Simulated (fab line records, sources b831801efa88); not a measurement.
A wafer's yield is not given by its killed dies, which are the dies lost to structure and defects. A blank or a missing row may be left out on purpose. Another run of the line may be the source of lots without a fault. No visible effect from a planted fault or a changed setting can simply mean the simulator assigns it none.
What tool caused it? / flow sky130 / 14 lots, 42 wafers sampled, at 4 steps of a route of 708

## WHAT THE GAUGES READ, wafer by wafer
The record lacks any reading of a measuring or inspecting step that a usual standard deviation could be used to judge.

## WHICH TOOL RAN EACH LOT (tool, then ch and the chambers of the sampled wafers, then the start)
lot=L244; SKY_CONTACT_CVD_24=cvd_w-01 ch 0, day 31 16:40; SKY_CONTACT_CMP_27=cmp-02 ch 0,1,2, day 31 17:08; SKY_METAL1_SPUTTER_00=pvd_sputter-04, day 31 17:26; SKY_METAL1_DEVELOP_14=litho_track-02 ch 0, day 32 19:00
lot=L245; SKY_CONTACT_CVD_24=cvd_w-01 ch 1, day 32 09:25; SKY_CONTACT_CMP_27=cmp-01 ch 0,1,3, day 32 09:43; SKY_METAL1_SPUTTER_00=pvd_sputter-02, day 32 10:01; SKY_METAL1_DEVELOP_14=litho_track-04 ch 0, day 33 12:00
lot=L246; SKY_CONTACT_CVD_24=cvd_w-01 ch 0,1, day 32 14:45; SKY_CONTACT_CMP_27=cmp-01 ch 0,2,3, day 32 15:05; SKY_METAL1_SPUTTER_00=pvd_sputter-04, day 32 15:20; SKY_METAL1_DEVELOP_14=litho_track-01 ch 0, day 33 17:00
lot=L247; SKY_CONTACT_CVD_24=cvd_w-01 ch 0,1, day 33 04:05; SKY_CONTACT_CMP_27=cmp-02 ch 1,2, day 33 04:22; SKY_METAL1_SPUTTER_00=pvd_sputter-04, day 33 04:40; SKY_METAL1_DEVELOP_14=litho_track-02 ch 0, day 34 07:00
lot=L248; SKY_CONTACT_CVD_24=cvd_w-02 ch 0,1, day 33 09:58; SKY_CONTACT_CMP_27=cmp-01 ch 0,1, day 33 10:15; SKY_METAL1_SPUTTER_00=pvd_sputter-02, day 33 10:33; SKY_METAL1_DEVELOP_14=litho_track-04 ch 0, day 34 12:00
lot=L249; SKY_CONTACT_CVD_24=cvd_w-02 ch 0,1, day 33 16:57; SKY_CONTACT_CMP_27=cmp-01 ch 0,2, day 33 17:17; SKY_METAL1_SPUTTER_00=pvd_sputter-04, day 33 17:32; SKY_METAL1_DEVELOP_14=litho_track-02 ch 0, day 34 20:00
lot=L252; SKY_CONTACT_CVD_24=cvd_w-01 ch 0,1, day 34 10:39; SKY_CONTACT_CMP_27=cmp-01 ch 0,2,3, day 34 10:57; SKY_METAL1_SPUTTER_00=pvd_sputter-02, day 34 11:12; SKY_METAL1_DEVELOP_14=litho_track-02 ch 0, day 35 14:00
lot=L251; SKY_CONTACT_CVD_24=cvd_w-02 ch 0,1, day 34 11:47; SKY_CONTACT_CMP_27=cmp-02 ch 2,3, day 34 12:05; SKY_METAL1_SPUTTER_00=pvd_sputter-04, day 34 12:23; SKY_METAL1_DEVELOP_14=litho_track-02 ch 0, day 35 15:00
lot=L253; SKY_CONTACT_CVD_24=cvd_w-02 ch 0,1, day 34 22:49; SKY_CONTACT_CMP_27=cmp-02 ch 1,2,3, day 34 23:12; SKY_METAL1_SPUTTER_00=pvd_sputter-02, day 34 23:24; SKY_METAL1_DEVELOP_14=litho_track-01 ch 0, day 36 01:00
lot=L254; SKY_CONTACT_CVD_24=cvd_w-02 ch 0,1, day 35 09:43; SKY_CONTACT_CMP_27=cmp-02 ch 0,1, day 35 10:01; SKY_METAL1_SPUTTER_00=pvd_sputter-02, day 35 10:16; SKY_METAL1_DEVELOP_14=litho_track-04 ch 0, day 36 12:00
lot=L255; SKY_CONTACT_CVD_24=cvd_w-01 ch 0,1, day 35 10:36; SKY_CONTACT_CMP_27=cmp-01 ch 1,2, day 35 10:53; SKY_METAL1_SPUTTER_00=pvd_sputter-02, day 35 11:11; SKY_METAL1_DEVELOP_14=litho_track-04 ch 0, day 36 13:00
lot=L256; SKY_CONTACT_CVD_24=cvd_w-02 ch 0,1, day 35 20:28; SKY_CONTACT_CMP_27=cmp-01 ch 1,2,3, day 35 20:51; SKY_METAL1_SPUTTER_00=pvd_sputter-04, day 35 21:03; SKY_METAL1_DEVELOP_14=litho_track-04 ch 0, day 36 23:00
lot=L258; SKY_CONTACT_CVD_24=cvd_w-02 ch 0,1, day 36 12:49; SKY_CONTACT_CMP_27=cmp-02 ch 1,2,3, day 36 13:04; SKY_METAL1_SPUTTER_00=pvd_sputter-02, day 36 13:22; SKY_METAL1_DEVELOP_14=litho_track-02, day 37 14:00
lot=L259; SKY_CONTACT_CVD_24=cvd_w-01 ch 0,1, day 36 22:14; SKY_CONTACT_CMP_27=cmp-02 ch 1,2, day 36 22:32; SKY_METAL1_SPUTTER_00=pvd_sputter-02, day 36 22:47; SKY_METAL1_DEVELOP_14=litho_track-02, day 38 01:00
- SKY_CONTACT_CVD_24: deposits W, target thk 340 nm, time 102.12 s.
- SKY_CONTACT_CMP_27: polishes, stops on SiO2, t overpolish 15 s, target thk 0 nm.
- SKY_METAL1_SPUTTER_00: material Ti, target thk 15 nm, time 10 s.
- SKY_METAL1_DEVELOP_14: develop time 60 s.

## AS READ BY THE TOOLS THEMSELVES (means over the sampled wafers that have a number; for cases with no such wafer, the mark the record gives instead)
SKY_CONTACT_CVD_24.
lot=L244; tool=cvd_w-01; heater_power_w (W)=747
lot=L245; tool=cvd_w-01; heater_power_w (W)=803
lot=L246; tool=cvd_w-01; heater_power_w (W)=771
lot=L247; tool=cvd_w-01; heater_power_w (W)=764
lot=L248; tool=cvd_w-02; heater_power_w (W)=803
lot=L249; tool=cvd_w-02; heater_power_w (W)=816
lot=L252; tool=cvd_w-01; heater_power_w (W)=764
lot=L251; tool=cvd_w-02; heater_power_w (W)=796
lot=L253; tool=cvd_w-02; heater_power_w (W)=818
lot=L254; tool=cvd_w-02; heater_power_w (W)=812
lot=L255; tool=cvd_w-01; heater_power_w (W)=796
lot=L256; tool=cvd_w-02; heater_power_w (W)=817
lot=L258; tool=cvd_w-02; heater_power_w (W)=828
lot=L259; tool=cvd_w-01; heater_power_w (W)=772

SKY_CONTACT_CMP_27.
lot=L244; tool=cmp-02; edge_zone_pressure_frac=1.002; motor_current_A (A)=10.3; overpolish_run_s (s)=14.999; time_to_endpoint_s (s)=85.5
lot=L245; tool=cmp-01; edge_zone_pressure_frac=1.000; motor_current_A (A)=10.6; overpolish_run_s (s)=15.003; time_to_endpoint_s (s)=82.1
lot=L246; tool=cmp-01; edge_zone_pressure_frac=1.003; motor_current_A (A)=11.4; overpolish_run_s (s)=15.001; time_to_endpoint_s (s)=80.0
lot=L247; tool=cmp-02; edge_zone_pressure_frac=0.995; motor_current_A (A)=9.6; overpolish_run_s (s)=15.001; time_to_endpoint_s (s)=83.4
lot=L248; tool=cmp-01; edge_zone_pressure_frac=1.001; motor_current_A (A)=11.3; overpolish_run_s (s)=14.995; time_to_endpoint_s (s)=83.7
lot=L249; tool=cmp-01; edge_zone_pressure_frac=1.002; motor_current_A (A)=11.9; overpolish_run_s (s)=14.992; time_to_endpoint_s (s)=83.6
lot=L252; tool=cmp-01; edge_zone_pressure_frac=0.995; motor_current_A (A)=11.1; overpolish_run_s (s)=15.009; time_to_endpoint_s (s)=80.0
lot=L251; tool=cmp-02; edge_zone_pressure_frac=1.005; motor_current_A (A)=11.3; overpolish_run_s (s)=15.009; time_to_endpoint_s (s)=83.6
lot=L253; tool=cmp-02; edge_zone_pressure_frac=0.999; motor_current_A (A)=10.6; overpolish_run_s (s)=14.998; time_to_endpoint_s (s)=81.9
lot=L254; tool=cmp-02; edge_zone_pressure_frac=0.999; motor_current_A (A)=9.9; overpolish_run_s (s)=14.992; time_to_endpoint_s (s)=79.3
lot=L255; tool=cmp-01; edge_zone_pressure_frac=0.998; motor_current_A (A)=12.8; overpolish_run_s (s)=14.999; time_to_endpoint_s (s)=84.6
lot=L256; tool=cmp-01; edge_zone_pressure_frac=0.999; motor_current_A (A)=11.3; overpolish_run_s (s)=15.004; time_to_endpoint_s (s)=84.1
lot=L258; tool=cmp-02; edge_zone_pressure_frac=0.999; motor_current_A (A)=10.5; overpolish_run_s (s)=15.002; time_to_endpoint_s (s)=82.8
lot=L259; tool=cmp-02; edge_zone_pressure_frac=1.006; motor_current_A (A)=10.5; overpolish_run_s (s)=14.995; time_to_endpoint_s (s)=85.4

SKY_METAL1_SPUTTER_00.
lot=L244; tool=pvd_sputter-04; throttle_valve_pct (%)=30.2
lot=L245; tool=pvd_sputter-02; throttle_valve_pct (%)=30.7
lot=L246; tool=pvd_sputter-04; throttle_valve_pct (%)=30.2
lot=L247; tool=pvd_sputter-04; throttle_valve_pct (%)=30.2
lot=L248; tool=pvd_sputter-02; throttle_valve_pct (%)=30.8
lot=L249; tool=pvd_sputter-04; throttle_valve_pct (%)=30.1
lot=L252; tool=pvd_sputter-02; throttle_valve_pct (%)=30.6
lot=L251; tool=pvd_sputter-04; throttle_valve_pct (%)=30.1
lot=L253; tool=pvd_sputter-02; throttle_valve_pct (%)=30.6
lot=L254; tool=pvd_sputter-02; throttle_valve_pct (%)=30.3
lot=L255; tool=pvd_sputter-02; throttle_valve_pct (%)=30.8
lot=L256; tool=pvd_sputter-04; throttle_valve_pct (%)=29.8
lot=L258; tool=pvd_sputter-02; throttle_valve_pct (%)=30.4
lot=L259; tool=pvd_sputter-02; throttle_valve_pct (%)=30.5

SKY_METAL1_DEVELOP_14.
lot=L244; tool=litho_track-02; chill_plate_temp_C (C)=22.97
lot=L245; tool=litho_track-04; chill_plate_temp_C (C)=22.82
lot=L246; tool=litho_track-01; chill_plate_temp_C (C)=22.98
lot=L247; tool=litho_track-02; chill_plate_temp_C (C)=23.06
lot=L248; tool=litho_track-04; chill_plate_temp_C (C)=22.99
lot=L249; tool=litho_track-02; chill_plate_temp_C (C)=23.06
lot=L252; tool=litho_track-02; chill_plate_temp_C (C)=23.00
lot=L251; tool=litho_track-02; chill_plate_temp_C (C)=22.96
lot=L253; tool=litho_track-01; chill_plate_temp_C (C)=22.97
lot=L254; tool=litho_track-04; chill_plate_temp_C (C)=23.07
lot=L255; tool=litho_track-04; chill_plate_temp_C (C)=22.94
lot=L256; tool=litho_track-04; chill_plate_temp_C (C)=23.13
lot=L258; tool=litho_track-02; chill_plate_temp_C (C)=-
lot=L259; tool=litho_track-02; chill_plate_temp_C (C)=-

## THE ANSWER, worked out from the rows above alone
Rule: the lots themselves supply what counts as usual. Put in order of their means at a reading, lots are off if they are a third of the lots or fewer, leave a main group of 4 or more, and stand apart from it by a gap of 3 or more times the standard deviation of the main group's means; of several such gaps the widest counts. Not used: any main group whose means are identical at the precision the tables above print for the reading. A lot without any number at a reading at which 4 lots or more have one is off too. All remaining lots with rows at the step are treated as sound. The gauges are gone through in route order, then the tools' own readings, and for those a lot's mean is taken as printed above. The first step at which some lot is off is used, and at that step the reading that is off furthest; a lot without a number counts as furthest.
Off at SKY_METAL1_DEVELOP_14 (chill_plate_temp_C): L258, L259. Without a number there: L258, L259. The main group has a mean of 23.00 C with a standard deviation of 0.076.
If a tool, at that step or one of the process steps before it, ran each lot that is off and ran no sound lot following the first of them, it fits. Can't be told from this: 3 tools fit, cmp-02 at SKY_CONTACT_CMP_27, pvd_sputter-02 at SKY_METAL1_SPUTTER_00, litho_track-02 at SKY_METAL1_DEVELOP_14.

## WHAT WAS PUT IN BY THE SIMULATOR
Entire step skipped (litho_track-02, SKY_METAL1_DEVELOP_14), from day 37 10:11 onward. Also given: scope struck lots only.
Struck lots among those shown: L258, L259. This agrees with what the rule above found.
